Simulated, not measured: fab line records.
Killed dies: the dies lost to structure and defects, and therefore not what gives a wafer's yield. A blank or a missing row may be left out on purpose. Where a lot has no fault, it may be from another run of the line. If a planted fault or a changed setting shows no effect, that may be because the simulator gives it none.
2 desks, one fault | flow gf180mcu | numbers are kept per desk, each desk with only its own; the story behind them comes last

== METROLOGY DESK ==
Lot by lot, what the gauges showed, no matter which tool ran the lot: averages of those sampled wafers that carry a number. The brackets show how far a lot's mean lies from the usual mean; more than 4 standard deviations puts the lot out of limits, marked OUT.
Columns: A = STI_CVD_23_THK at GF_STI_THK_MEAS_24, usual 650 nm; B = STI_OXIDATION_02_THK at GF_STI_THK_MEAS_30, usual 10.09 nm; C = VT_IMPLANT_03_OVL at GF_VT_IMPLANT_OVL_MEAS_40, usual -0.2 nm; D = NWELL_RS at GF_VT_IMPLANT_RS_MEAS_47, usual 487.7 ohm/sq
lot  | first seen here | A   | B              | C    | D
L141 | day 2 03:36     | 643 | 10.00          | 1.7  | 488.6
L142 | day 2 09:04     | 650 | 10.11          | 0.3  | 487.9
L143 | day 2 15:47     | 654 | 10.16          | 0.4  | 487.9
L146 | day 3 04:54     | 649 | 7.37 (-18) OUT | 4.6  | 488.5
L147 | day 3 10:11     | 650 | 7.51 (-17) OUT | -2.9 | 487.5
L148 | day 3 16:29     | 647 | 7.32 (-18) OUT | -1.1 | 488.1
L157 | day 5 16:13     | 650 | 9.98           | -1.1 | 487.6
L156 | day 5 16:14     | 642 | 9.74           | 0.5  | 487.7
L158 | day 6 04:12     | 641 | 10.18          | -1.3 | 487.7
L159 | day 6 04:12     | 655 | 10.12          | 3.2  | 486.5
L160 | day 6 12:48     | 649 | 9.86           | 1.7  | 487.8
L161 | day 6 15:19     | 661 | 10.09          | -0.4 | 487.5
L163 | day 6 21:47     | 651 | 9.88           | -1.4 | 486.2
L162 | day 6 21:48     | 642 | 10.21          | -1.2 | 488.2
This desk's result: L146, L147, L148 out of limits, first on L146 (STI_OXIDATION_02_THK at GF_STI_THK_MEAS_30), day 3 07:29. In limits: L141, L142, L143, L157, L156, L158, L159, L160, L161, L163, L162.

== DESK OF THE TOOL OWNER: furnace-01 ==
The tool's own readings at GF_STI_OXIDATION_29 (stabilise 600 s, purge 300 s, target thk 10 nm): means of the sampled wafers that have a number, for each lot that ran on this tool. The brackets show how far a lot's mean lies from the usual mean; more than 4 standard deviations puts the lot out of limits, marked OUT.
Columns: A = spike-tc-centre-C at GF_STI_OXIDATION_29, usual 902.1 C; B = zone-power-centre-pct at GF_STI_OXIDATION_29, usual 18.5 %
lot  | first seen here | A     | B
L146 | day 3 06:05     | 902.2 | 18.6
L147 | day 3 12:26     | 902.8 | 18.7
L148 | day 3 19:11     | 901.7 | 18.8
L158 | day 6 10:08     | 902.4 | 18.8
L159 | day 6 10:08     | 902.0 | 19.1
L160 | day 6 16:37     | 902.1 | 18.9
L161 | day 6 16:37     | 902.3 | 19.0
L162 | day 6 23:45     | 902.4 | 18.9
L163 | day 6 23:45     | 901.2 | 19.0
Finding of this desk: none of the 9 lots has anything out of limits.

== ALL TOGETHER ==
The metrology desk could have raised an alarm at day 3 07:29, on L146, L147, L148.
The tool owner's desk saw nothing out of limits.
On record at the tool owner's desk: L146, L147, L148, within its limits.
On furnace-01, each named lot ran GF_STI_OXIDATION_29.

== WHAT THE SIMULATOR HAD INSERTED ==
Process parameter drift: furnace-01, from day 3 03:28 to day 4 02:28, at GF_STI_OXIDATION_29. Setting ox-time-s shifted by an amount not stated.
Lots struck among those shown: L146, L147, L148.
Hours from the fault's start to each desk's first reading out of limits: the metrology desk, 4.
